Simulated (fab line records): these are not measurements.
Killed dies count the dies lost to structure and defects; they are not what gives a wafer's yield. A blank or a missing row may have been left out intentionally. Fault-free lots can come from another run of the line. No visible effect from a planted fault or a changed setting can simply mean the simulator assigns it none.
One fault seen from 2 desks ; flow sfq_line ; numbers are kept per desk, each desk with only its own; the story behind them comes last

## FROM THE METROLOGY DESK
What the gauges read for every lot (on any tool): the sampled wafers with a number, averaged. The brackets show how far a lot's mean lies from the usual mean; more than 4 standard deviations puts the lot out of limits, marked OUT.
Columns: A = I6_BOW at SFQ_I6_BOW_MEAS_941, usual 4 um; B = I6_OVL at SFQ_I6_OVL_MEAS_942, usual -3 nm
lot;first seen here;A;B
L451;day 60 22:31;2;1
L454;day 61 17:50;15;0
L456;day 62 11:50;-6;1
L462;day 63 18:40;-2;-11
L464;day 64 01:49;9;0
L465;day 65 09:00;16;2
L469;day 66 01:16;0;-2
This desk found nothing out of limits on any of the 7 lots.

## AT THE TOOL OWNER'S DESK: rie_diel-02
The tool's own readings at SFQ_TRILAYER_I6_VIA_BARC_OPEN_VIA_ETCH_235 (etches BARC in O2, target depth 125 nm, time 41.7 s): means of the sampled wafers that have a number, for each lot that ran on this tool. The brackets show how far a lot's mean lies from the usual mean; more than 4 standard deviations puts the lot out of limits, marked OUT.
Columns: A = drypump_motor_current_A at SFQ_TRILAYER_I6_VIA_BARC_OPEN_VIA_ETCH_235, usual 5.87 A; B = oes_product_au at SFQ_TRILAYER_I6_VIA_BARC_OPEN_VIA_ETCH_235, usual 0.686 a.u.; C = run_length_s at SFQ_TRILAYER_I6_VIA_BARC_OPEN_VIA_ETCH_235, usual 69.9 s
lot;first seen here;A;B;C
L451;day 65 06:46;6.07;0.679;69.9
L456;day 66 17:34;5.91;0.690;70.6
L462;day 68 06:21;5.95;0.633 (-12) OUT;79.5 (+17) OUT
L464;day 68 15:19;5.96;0.660 (-5.7) OUT;75.2 (+9.1) OUT
L465;day 69 06:53;6.01;0.657 (-6.4) OUT;73.9 (+6.9) OUT
This desk finds L462, L464, L465 out of limits, L462 being first, at day 68 06:21 (oes_product_au at SFQ_TRILAYER_I6_VIA_BARC_OPEN_VIA_ETCH_235). L451, L456 stayed within limits.

## PUT TOGETHER
At day 68 06:21, on L462, L464, L465, the tool owner's desk was in a position to raise an alarm.
Metrology desk: nothing out of limits seen.
The metrology desk holds a record of L462, L464, L465, inside its limits.
Every lot named ran SFQ_TRILAYER_I6_VIA_BARC_OPEN_VIA_ETCH_235 on rie_diel-02.

## WHAT THE SIMULATOR PUT IN
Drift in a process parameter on rie_diel-02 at SFQ_TRILAYER_I6_VIA_BARC_OPEN_VIA_ETCH_235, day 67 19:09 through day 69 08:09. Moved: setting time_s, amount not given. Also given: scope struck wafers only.
Shown lots that were struck: L462, L464, L465.
Time in hours from fault onset to the first out-of-limits reading at each desk: the tool owner's desk, 11.
